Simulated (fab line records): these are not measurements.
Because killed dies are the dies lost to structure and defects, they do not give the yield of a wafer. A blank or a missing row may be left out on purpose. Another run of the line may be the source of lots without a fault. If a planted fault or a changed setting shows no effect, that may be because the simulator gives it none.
Struck lot and sound lot, side by side + flow gf180mcu + 15 out of 602 route steps
Sound: the wafers L875.4, L875.5, L875.6. The struck wafers were L883.1, L883.3, L883.5. The cause is named last.
Order at every step that has rows: each side's tool, ch and its chambers, its first start. Under that, the readings that differ: sound wafers + struck wafers + difference of the means + sigmas: that difference in standard deviations of wafers without a fault.
alike: same words and numbers on both sides, and readings whose means sit less than 2 such deviations apart. not compared: any withheld reading, any reading some wafer has no value for, any bound like >300 that may hide the same value, and any number with overlapping values for which the record gives no deviation.
Wherever a step has rows on one side only, a row that says differs or no value, or a row with sigmas, the two part there. Non-overlapping numbers with no deviation appear without sigmas and do not part them. Lack of a reading on every wafer of one side parts them only where that side has two or more wafers.

GF_HV_LDD_TW_MEAS_23:
  sound on film_metro-01 at day 12 20:50; struck on film_metro-01 at day 15 18:34
  alike: HV_LDD_2_TW
then, 7 steps without rows for these wafers: GF_HV_LDD_DEHYDRATE_24 (time 60 s); GF_HV_LDD_HMDS_25 (prime time 60 s); GF_HV_LDD_COAT_26 (resist thk 1000 nm); GF_HV_LDD_SOFTBAKE_27 (time 60 s); GF_HV_LDD_EXPOSE_28 (exposes mask Nplus HV AREA, target cd 400 nm); GF_HV_LDD_PEB_29; GF_HV_LDD_DEVELOP_30 (develop time 60 s).
GF_HV_LDD_CD_MEAS_31: the cd target is 400 nm.
  sound on cd_sem-01 at day 13 17:19; struck on cd_sem-01 at day 16 16:19
  alike: cd_nm
GF_HV_LDD_OVL_MEAS_32:
  sound on overlay-02 at day 13 17:24; struck on overlay-02 at day 16 16:26
  alike: HV_LDD_02_OVL
then, 2 steps without rows for these wafers: GF_HV_LDD_IMPLANT_33; GF_HV_LDD_IMPLANT_34.
GF_HV_LDD_IMPLANT_35:
  sound on implanter-04 ch 0, day 13 17:47; struck on implanter-03 ch 0, day 16 16:46
| reading                | sound                | struck               | difference | sigmas      |
|------------------------|----------------------|----------------------|------------|-------------|
| rotation_deg (degrees) | 180.09 179.95 180.05 | 257.98 258.04 258.00 | +77.98     | +99 or more |
  alike: end_station_pressure_torr
then, 2 steps without rows for these wafers: GF_HV_LDD_IMPLANT_36; GF_PASSIVATION_PROBE_99.

== WHERE THEY PART ==
At GF_HV_LDD_IMPLANT_35 and nowhere else, as far as this record goes.

WHY: what the simulator had put in
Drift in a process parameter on implanter-03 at GF_HV_LDD_IMPLANT_35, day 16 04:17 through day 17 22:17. Setting rotation_deg, moved by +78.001, from 180. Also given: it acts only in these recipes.
